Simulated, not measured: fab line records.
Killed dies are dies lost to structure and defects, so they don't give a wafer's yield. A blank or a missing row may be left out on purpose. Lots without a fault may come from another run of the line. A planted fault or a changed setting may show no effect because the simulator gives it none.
The tool behind it: which one? || flow gf180mcu || 14 lots, 42 wafers sampled, at 3 steps of a route of 602

## WHAT THE GAUGES READ, wafer by wafer
GF_V5_BOW_MEAS_05. Usual: V5_BOW typically reads 131 um, with standard deviation 10.
{"lot": "L590", "measured": "day 26 06:58", "on": "film_metro-04", "V5_BOW (um)": "125 132 132", "flag": ""}
{"lot": "L591", "measured": "day 26 14:29", "on": "film_metro-03", "V5_BOW (um)": "133 127 143", "flag": ""}
{"lot": "L592", "measured": "day 26 20:55", "on": "film_metro-04", "V5_BOW (um)": "131 121 117", "flag": ""}
{"lot": "L594", "measured": "day 27 13:48", "on": "film_metro-04", "V5_BOW (um)": "120 134 129", "flag": ""}
{"lot": "L595", "measured": "day 28 00:03", "on": "film_metro-04", "V5_BOW (um)": "137 124 129", "flag": ""}
{"lot": "L596", "measured": "day 28 10:31", "on": "film_metro-04", "V5_BOW (um)": "145 138 131", "flag": ""}
{"lot": "L602", "measured": "day 30 01:20", "on": "film_metro-03", "V5_BOW (um)": "132 133 134", "flag": ""}
{"lot": "L603", "measured": "day 30 08:16", "on": "film_metro-04", "V5_BOW (um)": "150 152 135", "flag": ""}
{"lot": "L604", "measured": "day 30 23:14", "on": "film_metro-04", "V5_BOW (um)": "145 134 133", "flag": ""}
{"lot": "L605", "measured": "day 31 01:02", "on": "film_metro-03", "V5_BOW (um)": "121 124 133", "flag": ""}
{"lot": "L608", "measured": "day 32 00:22", "on": "film_metro-03", "V5_BOW (um)": "149 130 148", "flag": ""}
{"lot": "L609", "measured": "day 32 08:55", "on": "film_metro-02", "V5_BOW (um)": "123 133 121", "flag": ""}
{"lot": "L610", "measured": "day 32 10:58", "on": "film_metro-03", "V5_BOW (um)": "147 151 160", "flag": ""}
{"lot": "L611", "measured": "day 32 14:34", "on": "film_metro-04", "V5_BOW (um)": "110 114 127", "flag": ""}

GF_V5_CD_MEAS_14 targets a cd of 260 nm. Usual: cd_nm 260.1 nm, standard deviation 1.2.
{"lot": "L590", "measured": "day 27 03:58", "on": "cd_sem-01", "cd_nm (nm)": "261.4 260.9 261.8", "flag": ""}
{"lot": "L591", "measured": "day 27 10:59", "on": "cd_sem-02", "cd_nm (nm)": "258.1 259.1 259.4", "flag": ""}
{"lot": "L592", "measured": "day 27 17:08", "on": "cd_sem-02", "cd_nm (nm)": "259.9 261.0 260.0", "flag": ""}
{"lot": "L594", "measured": "day 28 08:29", "on": "cd_sem-02", "cd_nm (nm)": "259.6 260.7 261.5", "flag": ""}
{"lot": "L595", "measured": "day 28 19:54", "on": "cd_sem-01", "cd_nm (nm)": "259.9 261.0 260.3", "flag": ""}
{"lot": "L596", "measured": "day 29 05:37", "on": "cd_sem-02", "cd_nm (nm)": "261.2 261.2 260.6", "flag": ""}
{"lot": "L602", "measured": "day 30 19:17", "on": "cd_sem-01", "cd_nm (nm)": "260.7 261.9 260.3", "flag": ""}
{"lot": "L603", "measured": "day 31 02:28", "on": "cd_sem-01", "cd_nm (nm)": "258.4 258.5 258.7", "flag": ""}
{"lot": "L604", "measured": "day 31 16:23", "on": "cd_sem-02", "cd_nm (nm)": "260.7 262.4 261.4", "flag": ""}
{"lot": "L605", "measured": "day 31 18:02", "on": "cd_sem-02", "cd_nm (nm)": "259.4 258.7 261.0", "flag": ""}
{"lot": "L608", "measured": "day 32 16:28", "on": "cd_sem-02", "cd_nm (nm)": "261.7 262.2 261.8", "flag": ""}
{"lot": "L609", "measured": "day 33 01:11", "on": "cd_sem-02", "cd_nm (nm)": "257.0 256.9 257.0", "flag": ""}
{"lot": "L610", "measured": "day 33 03:07", "on": "cd_sem-01", "cd_nm (nm)": "260.0 260.0 260.0", "flag": ""}
{"lot": "L611", "measured": "day 33 05:58", "on": "cd_sem-02", "cd_nm (nm)": "261.0 261.6 259.4", "flag": ""}

## EACH LOT AND THE TOOL THAT RAN IT (in order: tool; ch and the chambers of the sampled wafers; start)
{"lot": "L590", "GF_M5_ETCH_09": "rie_diel-01 ch 1,2, day 26 05:40"}
{"lot": "L591", "GF_M5_ETCH_09": "rie_diel-01 ch 1,2,3, day 26 13:13"}
{"lot": "L592", "GF_M5_ETCH_09": "rie_diel-01 ch 1,3, day 26 19:31"}
{"lot": "L594", "GF_M5_ETCH_09": "rie_diel-04 ch 0,1,2, day 27 12:10"}
{"lot": "L595", "GF_M5_ETCH_09": "rie_diel-01 ch 0,3, day 27 22:37"}
{"lot": "L596", "GF_M5_ETCH_09": "rie_diel-03 ch 0,2,3, day 28 09:04"}
{"lot": "L602", "GF_M5_ETCH_09": "rie_diel-04 ch 0,3, day 29 23:59"}
{"lot": "L603", "GF_M5_ETCH_09": "rie_diel-04 ch 0,1,2, day 30 07:01"}
{"lot": "L604", "GF_M5_ETCH_09": "rie_diel-03 ch 0,2, day 30 21:49"}
{"lot": "L605", "GF_M5_ETCH_09": "rie_diel-04 ch 0,2,3, day 30 23:43"}
{"lot": "L608", "GF_M5_ETCH_09": "rie_diel-04 ch 1,3, day 31 22:52"}
{"lot": "L609", "GF_M5_ETCH_09": "rie_diel-03 ch 0,2,3, day 32 07:37"}
{"lot": "L610", "GF_M5_ETCH_09": "rie_diel-03 ch 1,2,3, day 32 09:43"}
{"lot": "L611", "GF_M5_ETCH_09": "rie_diel-03 ch 0,1,2, day 32 13:19"}
- GF_M5_ETCH_09: etches Si3N4 in CF4/O2, target depth 52 nm, time 11.6 s.

## AS READ BY THE TOOLS THEMSELVES (means over the sampled wafers that have a number; for cases with no such wafer, the mark the record gives instead)
GF_M5_ETCH_09. Usual: O2_flow_sccm 10.00 sccm, standard deviation 0.031; drypump_motor_current_A 6.0 A, standard deviation 0.34; oes_product_au 0.991 a.u., standard deviation 0.012; rf_fwd_power_W 785 W, standard deviation 4.5; throttle_valve_pct 5.967 %, standard deviation 0.0099.
{"lot": "L590", "tool": "rie_diel-01", "O2_flow_sccm (sccm)": 9.98, "drypump_motor_current_A (A)": 5.8, "oes_product_au (a.u.)": 0.972, "rf_fwd_power_W (W)": 786, "throttle_valve_pct (%)": 5.966, "flag": ""}
{"lot": "L591", "tool": "rie_diel-01", "O2_flow_sccm (sccm)": 10.01, "drypump_motor_current_A (A)": 6.0, "oes_product_au (a.u.)": 0.988, "rf_fwd_power_W (W)": 783, "throttle_valve_pct (%)": 5.977, "flag": ""}
{"lot": "L592", "tool": "rie_diel-01", "O2_flow_sccm (sccm)": 10.00, "drypump_motor_current_A (A)": 6.0, "oes_product_au (a.u.)": 0.988, "rf_fwd_power_W (W)": 784, "throttle_valve_pct (%)": 5.966, "flag": ""}
{"lot": "L594", "tool": "rie_diel-04", "O2_flow_sccm (sccm)": 9.98, "drypump_motor_current_A (A)": 5.9, "oes_product_au (a.u.)": 0.989, "rf_fwd_power_W (W)": 787, "throttle_valve_pct (%)": 5.973, "flag": ""}
{"lot": "L595", "tool": "rie_diel-01", "O2_flow_sccm (sccm)": 10.02, "drypump_motor_current_A (A)": 5.9, "oes_product_au (a.u.)": 1.004, "rf_fwd_power_W (W)": 784, "throttle_valve_pct (%)": 5.969, "flag": ""}
{"lot": "L596", "tool": "rie_diel-03", "O2_flow_sccm (sccm)": 10.00, "drypump_motor_current_A (A)": 6.4, "oes_product_au (a.u.)": 0.999, "rf_fwd_power_W (W)": 787, "throttle_valve_pct (%)": 5.977, "flag": ""}
{"lot": "L602", "tool": "rie_diel-04", "O2_flow_sccm (sccm)": 9.97, "drypump_motor_current_A (A)": 6.4, "oes_product_au (a.u.)": 0.983, "rf_fwd_power_W (W)": 788, "throttle_valve_pct (%)": 5.964, "flag": ""}
{"lot": "L603", "tool": "rie_diel-04", "O2_flow_sccm (sccm)": 9.96, "drypump_motor_current_A (A)": 5.9, "oes_product_au (a.u.)": 0.991, "rf_fwd_power_W (W)": 785, "throttle_valve_pct (%)": 5.964, "flag": ""}
{"lot": "L604", "tool": "rie_diel-03", "O2_flow_sccm (sccm)": 9.99, "drypump_motor_current_A (A)": 6.4, "oes_product_au (a.u.)": 0.993, "rf_fwd_power_W (W)": 780, "throttle_valve_pct (%)": 5.974, "flag": ""}
{"lot": "L605", "tool": "rie_diel-04", "O2_flow_sccm (sccm)": 9.99, "drypump_motor_current_A (A)": 6.1, "oes_product_au (a.u.)": 0.982, "rf_fwd_power_W (W)": 783, "throttle_valve_pct (%)": 5.965, "flag": ""}
{"lot": "L608", "tool": "rie_diel-04", "O2_flow_sccm (sccm)": 10.01, "drypump_motor_current_A (A)": 5.6, "oes_product_au (a.u.)": 0.992, "rf_fwd_power_W (W)": 786, "throttle_valve_pct (%)": 5.970, "flag": ""}
{"lot": "L609", "tool": "rie_diel-03", "O2_flow_sccm (sccm)": 9.99, "drypump_motor_current_A (A)": 6.3, "oes_product_au (a.u.)": 0.998, "rf_fwd_power_W (W)": 781, "throttle_valve_pct (%)": 5.971, "flag": ""}
{"lot": "L610", "tool": "rie_diel-03", "O2_flow_sccm (sccm)": 10.02, "drypump_motor_current_A (A)": 6.1, "oes_product_au (a.u.)": 1.003, "rf_fwd_power_W (W)": 787, "throttle_valve_pct (%)": 5.965, "flag": ""}
{"lot": "L611", "tool": "rie_diel-03", "O2_flow_sccm (sccm)": 10.00, "drypump_motor_current_A (A)": 6.2, "oes_product_au (a.u.)": 0.998, "rf_fwd_power_W (W)": 784, "throttle_valve_pct (%)": 5.968, "flag": ""}

## THE ANSWER, worked out from the rows above alone
Rule: take the mean of a lot's wafers that have a number; if it is more than 3 standard deviations from the usual mean, the lot is off. A lot without any number at a reading at which 4 lots or more have one is off too. All remaining lots with rows at the step are treated as sound. The gauges are gone through in route order, then the tools' own readings, and for those a lot's mean is taken as printed above. The first step at which some lot is off is used, and at that step the reading that is off furthest; a lot without a number counts as furthest.
No lot is off at any reading shown: from this, nothing can be told.

## WHAT WAS PUT IN BY THE SIMULATOR
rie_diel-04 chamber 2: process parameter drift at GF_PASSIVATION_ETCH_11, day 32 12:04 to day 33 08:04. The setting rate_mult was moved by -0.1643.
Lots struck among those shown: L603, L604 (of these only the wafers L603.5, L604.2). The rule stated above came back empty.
